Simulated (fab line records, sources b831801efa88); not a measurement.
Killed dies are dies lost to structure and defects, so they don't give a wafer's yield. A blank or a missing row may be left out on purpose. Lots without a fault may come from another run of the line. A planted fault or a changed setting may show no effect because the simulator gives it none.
Chamber matching | flow gf180mcu | GF_V2_CMP_26 on cmp-01: 4 sister chambers
The step polishes, stops on SiO2, t overpolish 15 s, target thk 0 nm. 22 wafers are shown with their chamber, then 11 later ones without.

WAFERS WITH THEIR CHAMBER
wafer  | chamber | motor_current_A (A) | time_to_endpoint_s (s) | overpolish_run_s (s)
L076.1 | 0       | 12.2                | 81.6                   | 14.997
L076.3 | 2       | 11.0                | 84.5                   | 15.007
L076.5 | 3       | 11.7                | 88.0                   | 15.007
L077.2 | 2       | 11.3                | 84.4                   | 15.007
L077.3 | 3       | 12.8                | 84.2                   | 15.014
L077.5 | 3       | 12.0                | 83.8                   | 15.000
L078.1 | 1       | 10.3                | 84.1                   | 14.999
L078.3 | 0       | 12.0                | 81.2                   | 15.006
L078.5 | 0       | 12.7                | 81.2                   | 15.008
L080.1 | 2       | 11.7                | 87.5                   | 15.006
L080.2 | 1       | 10.0                | 88.2                   | 15.002
L080.5 | 2       | 11.2                | 86.5                   | 14.994
L082.3 | 0       | 12.4                | 80.7                   | 15.004
L082.4 | 1       | 9.7                 | 85.7                   | 15.001
L082.5 | 3       | 12.1                | 83.4                   | 14.983
L084.1 | 1       | 9.4                 | 88.0                   | 14.979
L084.4 | 2       | 11.1                | 88.0                   | 14.993
L084.5 | 2       | 11.4                | 89.2                   | 15.012
L086.1 | 2       | 10.9                | 87.5                   | 15.000
L086.3 | 0       | 12.2                | 83.6                   | 15.002
L086.6 | 3       | 11.7                | 87.9                   | 15.001
L092.1 | 1       | 10.1                | 80.7                   | 15.001

SIGNATURES (means of the wafers above)
reading            | chamber 0 | chamber 1 | chamber 2 | chamber 3 | scatter within a chamber
motor_current_A    | 12.300    | 9.900     | 11.229    | 12.060    | 0.336
time_to_endpoint_s | 81.660    | 85.340    | 86.800    | 85.460    | 2.16
overpolish_run_s   | 15.00340  | 14.99640  | 15.00271  | 15.00100  | 0.00848
Rule: a wafer's distance from a chamber is the root of the sum, over the readings, of the square of ((its reading less the chamber's mean) divided by the reading's scatter). The wafer belongs to the nearest chamber; if the next one is less than 2 further off, it can't be placed. The scatter: the root of (the sum of the squares of (reading less its chamber's mean) over the shown wafers, divided by (wafers less chambers)).

WAFERS WITHOUT THEIR CHAMBER
wafer  | motor_current_A (A) | time_to_endpoint_s (s) | overpolish_run_s (s)
L092.3 | 12.4                | 86.9                   | 15.006
L092.6 | 11.7                | 85.9                   | 15.006
L093.1 | 12.0                | 84.4                   | 15.017
L093.2 | 12.8                | 79.2                   | 15.002
L093.5 | 12.6                | 81.8                   | 14.998
L094.2 | 10.2                | 82.4                   | 15.013
L094.3 | 11.7                | 83.3                   | 14.994
L094.4 | 10.7                | 83.6                   | 14.988
L096.3 | 12.0                | 83.8                   | 14.989
L096.5 | 10.2                | 84.4                   | 15.005
L096.6 | 13.1                | 78.2                   | 15.000

WHICH CHAMBER EACH WENT THROUGH
wafer  | from the rows above          | in truth
L092.3 | can't be placed: 3 or 0      | 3
L092.6 | can't be placed: 3 or 2 or 0 | 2
L093.1 | can't be placed: 3 or 0 or 2 | 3
L093.2 | can't be placed: 0 or 3      | 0
L093.5 | can't be placed: 0 or 3      | 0
L094.2 | can't be placed: 1 or 2      | 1
L094.3 | can't be placed: 3 or 0 or 2 | 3
L094.4 | can't be placed: 1 or 2 or 3 | 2
L096.3 | can't be placed: 3 or 0 or 2 | 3
L096.5 | can't be placed: 1 or 2      | 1
L096.6 | can't be placed: 0 or 3      | 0
Placed correctly: 0 of 11. Can't be placed from these rows: 11 (the true chamber is among the candidates in 11). Placed wrongly: 0.
